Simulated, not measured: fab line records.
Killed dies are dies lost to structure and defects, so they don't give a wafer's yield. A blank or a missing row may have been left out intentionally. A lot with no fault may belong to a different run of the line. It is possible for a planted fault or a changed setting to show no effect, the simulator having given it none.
Which tool did it? + flow sfqLine + 42 wafers from 14 lots sampled at 5 of the route's 325 steps

## WHAT THE GAUGES SHOWED, per wafer
SFQ_M4_RS_MEAS_924: the measuring method here is four-point-probe.
| lot  | measured     | on           | M4_NB_RS (ohm/sq) |
|------|--------------|--------------|-------------------|
| L335 | day 45 09:40 | filmMetro-01 | 0.888 0.884 0.890 |
| L336 | day 45 19:19 | filmMetro-04 | 0.882 0.891 0.886 |
| L337 | day 45 22:56 | filmMetro-03 | 0.878 0.884 0.876 |
| L338 | day 46 00:08 | filmMetro-03 | 0.875 0.877 0.883 |
| L340 | day 46 08:31 | filmMetro-03 | 0.888 0.884 0.898 |
| L341 | day 46 16:53 | filmMetro-04 | 0.894 0.890 0.894 |
| L342 | day 46 19:19 | filmMetro-04 | 0.874 0.884 0.876 |
| L343 | day 46 22:58 | filmMetro-01 | 0.890 0.887 0.892 |
| L344 | day 48 02:26 | filmMetro-01 | 0.893 0.886 0.886 |
| L346 | day 48 13:27 | filmMetro-04 | 0.875 0.884 0.880 |
| L347 | day 49 02:31 | filmMetro-04 | 0.905 0.890 0.898 |
| L348 | day 49 13:31 | filmMetro-01 | 0.443 0.446 0.443 |
| L349 | day 49 15:40 | filmMetro-01 | 0.893 0.888 0.896 |
| L358 | day 52 19:35 | filmMetro-03 | 0.439 0.442 0.442 |

## TOOL THAT RAN EACH LOT (tool first, then ch and the chambers of the sampled wafers, then the start)
| lot  | SFQ_TRILAYER_I0_DEP_PECVD_027   | SFQ_TRILAYER_I2_VIA_BARC_OPEN_VIA_ETCH_096 | SFQ_TRILAYER_M3_ETCH_METAL_ETCH_078 | SFQ_TRILAYER_M4_DEP_SPUTTER_091 |
|------|---------------------------------|--------------------------------------------|-------------------------------------|---------------------------------|
| L335 | pecvd-01 ch 0,1,2, day 13 22:53 | rieDiel-04 ch 1,2, day 39 01:36            | rieMetal-04 ch 0,1, day 39 05:10    | pvdSputter-04, day 45 09:33     |
| L336 | pecvd-02 ch 0,1,2, day 14 10:53 | rieDiel-04 ch 0,1, day 39 12:24            | rieMetal-02 ch 0,1, day 39 16:02    | pvdSputter-04, day 45 19:11     |
| L337 | pecvd-02 ch 0,1,2, day 14 21:42 | rieDiel-02 ch 0,1,3, day 39 14:48          | rieMetal-01 ch 0,1, day 39 19:35    | pvdSputter-03, day 45 22:51     |
| L338 | pecvd-03 ch 0,1,2, day 14 22:55 | rieDiel-04 ch 0,2,3, day 39 17:12          | rieMetal-01 ch 0,1, day 39 22:02    | pvdSputter-05, day 45 23:59     |
| L340 | pecvd-02 ch 0,1, day 15 01:17   | rieDiel-04 ch 2,3, day 39 19:36            | rieMetal-02 ch 0,1, day 40 01:38    | pvdSputter-03, day 46 08:23     |
| L341 | pecvd-01 ch 0,1, day 15 02:29   | rieDiel-01 ch 0,1,2, day 40 02:48          | rieMetal-02 ch 0,1, day 40 06:23    | pvdSputter-04, day 46 16:47     |
| L342 | pecvd-02 ch 0,1, day 15 03:42   | rieDiel-02 ch 0,1, day 40 05:12            | rieMetal-04 ch 0,1, day 40 08:50    | pvdSputter-05, day 46 19:11     |
| L343 | pecvd-03 ch 1,2, day 15 04:53   | rieDiel-04 ch 0,1,2, day 40 08:48          | rieMetal-02 ch 0,1, day 40 14:23    | pvdSputter-04, day 46 22:53     |
| L344 | pecvd-01 ch 0,1, day 15 06:06   | rieDiel-01 ch 1,2, day 40 13:36            | rieMetal-02 ch 0, day 41 23:32      | pvdSputter-05, day 48 02:19     |
| L346 | pecvd-01 ch 1,2, day 16 16:31   | rieDiel-02 ch 1,3, day 42 03:59            | rieMetal-01 ch 1, day 42 07:34      | pvdSputter-05, day 48 13:20     |
| L347 | pecvd-01 ch 0,1,2, day 16 23:41 | rieDiel-02 ch 0,1,3, day 42 08:47          | rieMetal-02 ch 0,1, day 42 13:37    | pvdSputter-03, day 49 02:22     |
| L348 | pecvd-03 ch 0,1,2, day 17 10:37 | rieDiel-04 ch 1,2,3, day 43 01:35          | rieMetal-04 ch 0,1, day 43 05:10    | pvdSputter-04, day 49 13:10     |
| L349 | pecvd-03 ch 1,2, day 17 19:01   | rieDiel-02 ch 0,1,3, day 43 03:59          | rieMetal-04 ch 0,1, day 43 07:46    | pvdSputter-04, day 49 15:34     |
| L358 | pecvd-01 ch 0, day 22 00:47     | rieDiel-01 ch 0,2,3, day 47 00:13          | rieMetal-04 ch 0,1, day 47 08:41    | pvdSputter-05, day 52 19:13     |
- SFQ_TRILAYER_I0_DEP_PECVD_027: deposits SiO2 from SiH4/N2O, time 111.11 s, target thk 500 nm.
- SFQ_TRILAYER_I2_VIA_BARC_OPEN_VIA_ETCH_096: etches BARC in O2, target depth 125 nm, time 41.7 s.
- SFQ_TRILAYER_M3_ETCH_METAL_ETCH_078: etches Nb in Cl2/Ar, stops on SiO2, target depth 240 nm, time 120 s.
- SFQ_TRILAYER_M4_DEP_SPUTTER_091: material Nb, target thk 200 nm, time 133.3 s.

## AS READ BY THE TOOLS THEMSELVES (means over the sampled wafers that have a number; for cases with no such wafer, the mark the record gives instead)
SFQ_TRILAYER_I0_DEP_PECVD_027.
| lot  | tool     | heaterPowerW (W) | showerheadVppV (V) | throttleValvePct (%) |
|------|----------|------------------|--------------------|----------------------|
| L335 | pecvd-01 | 92               | 832                | 25.7                 |
| L336 | pecvd-02 | 84               | 829                | 24.9                 |
| L337 | pecvd-02 | 86               | 833                | 25.0                 |
| L338 | pecvd-03 | 87               | 793                | 23.4                 |
| L340 | pecvd-02 | 89               | 838                | 25.3                 |
| L341 | pecvd-01 | 89               | 846                | 25.7                 |
| L342 | pecvd-02 | 87               | 845                | 25.3                 |
| L343 | pecvd-03 | 84               | 801                | 23.7                 |
| L344 | pecvd-01 | 85               | 838                | 25.6                 |
| L346 | pecvd-01 | 92               | 851                | 25.2                 |
| L347 | pecvd-01 | 88               | 832                | 25.7                 |
| L348 | pecvd-03 | 84               | 787                | 23.5                 |
| L349 | pecvd-03 | 81               | 802                | 23.9                 |
| L358 | pecvd-01 | 89               | 819                | 26.6                 |

SFQ_TRILAYER_I2_VIA_BARC_OPEN_VIA_ETCH_096.
| lot  | tool       | drypumpMotorCurrentA (A) | oesProductAu (a.u.) |
|------|------------|--------------------------|---------------------|
| L335 | rieDiel-04 | 5.9                      | 0.683               |
| L336 | rieDiel-04 | 5.0                      | 0.685               |
| L337 | rieDiel-02 | 6.0                      | 0.681               |
| L338 | rieDiel-04 | 6.1                      | 0.684               |
| L340 | rieDiel-04 | 6.2                      | 0.686               |
| L341 | rieDiel-01 | 6.1                      | 0.686               |
| L342 | rieDiel-02 | 6.0                      | 0.687               |
| L343 | rieDiel-04 | 5.6                      | 0.685               |
| L344 | rieDiel-01 | 6.2                      | 0.690               |
| L346 | rieDiel-02 | 6.1                      | 0.686               |
| L347 | rieDiel-02 | 6.0                      | 0.689               |
| L348 | rieDiel-04 | 5.8                      | 0.685               |
| L349 | rieDiel-02 | 6.0                      | 0.684               |
| L358 | rieDiel-01 | 6.2                      | 0.685               |

SFQ_TRILAYER_M3_ETCH_METAL_ETCH_078.
| lot  | tool        | drypumpMotorCurrentA (A) | oesProductAu (a.u.) |
|------|-------------|--------------------------|---------------------|
| L335 | rieMetal-04 | 6.2                      | 0.889               |
| L336 | rieMetal-02 | 5.5                      | 0.905               |
| L337 | rieMetal-01 | 6.2                      | 0.885               |
| L338 | rieMetal-01 | 6.2                      | 0.901               |
| L340 | rieMetal-02 | 5.5                      | 0.896               |
| L341 | rieMetal-02 | 5.5                      | 0.893               |
| L342 | rieMetal-04 | 6.2                      | 0.899               |
| L343 | rieMetal-02 | 5.9                      | 0.889               |
| L344 | rieMetal-02 | 6.3                      | 0.903               |
| L346 | rieMetal-01 | 6.6                      | 0.892               |
| L347 | rieMetal-02 | 5.5                      | 0.893               |
| L348 | rieMetal-04 | 6.2                      | 0.902               |
| L349 | rieMetal-04 | 6.2                      | 0.901               |
| L358 | rieMetal-04 | 6.2                      | 0.891               |

SFQ_TRILAYER_M4_DEP_SPUTTER_091.
| lot  | tool          | substrateTempC (C) | throttleValvePct (%) |
|------|---------------|--------------------|----------------------|
| L335 | pvdSputter-04 | 20.02              | 29.8                 |
| L336 | pvdSputter-04 | 19.98              | 31.0                 |
| L337 | pvdSputter-03 | 20.00              | 31.0                 |
| L338 | pvdSputter-05 | 19.97              | 31.5                 |
| L340 | pvdSputter-03 | 19.93              | 31.0                 |
| L341 | pvdSputter-04 | 20.05              | 30.1                 |
| L342 | pvdSputter-05 | 20.05              | 30.5                 |
| L343 | pvdSputter-04 | 20.03              | 29.9                 |
| L344 | pvdSputter-05 | 20.04              | 31.2                 |
| L346 | pvdSputter-05 | 20.03              | 30.2                 |
| L347 | pvdSputter-03 | 20.16              | 31.1                 |
| L348 | pvdSputter-04 | 20.02              | 30.3                 |
| L349 | pvdSputter-04 | 19.92              | 28.8                 |
| L358 | pvdSputter-05 | 19.99              | 31.8                 |

## THE ANSWER, worked out from the rows above alone
Rule: usual is defined by the lots themselves. Put in order of their means at a reading, lots are off if they are a third of the lots or fewer, leave a main group of 4 or more, and stand apart from it by a gap of 3 or more times the standard deviation of the main group's means; of several such gaps the widest counts. The tables above print the reading to a certain number of digits; a main group whose means all agree to those digits is not used. Also off: a lot with no number at a reading for which 4 or more lots have one. Where the step has rows for the other lots, those lots are counted as sound. First the gauges in route order, then the tools' own readings, where a lot's mean is used as printed above. At the first step where some lot is off, the reading lying furthest off is the one used; lots without a number count as furthest.
Off: at SFQ_M4_RS_MEAS_924 (M4_NB_RS), L348, L358. Mean 0.887 ohm/sq and standard deviation 0.0062 in the main group.
A tool fits if, at a process step before that reading, it ran every lot that is off, and no sound lot after the first of them. Gauges at SFQ_M4_RS_MEAS_924: tried the same way as those tools. None of those tried fits.

## WHAT WAS PUT IN BY THE SIMULATOR
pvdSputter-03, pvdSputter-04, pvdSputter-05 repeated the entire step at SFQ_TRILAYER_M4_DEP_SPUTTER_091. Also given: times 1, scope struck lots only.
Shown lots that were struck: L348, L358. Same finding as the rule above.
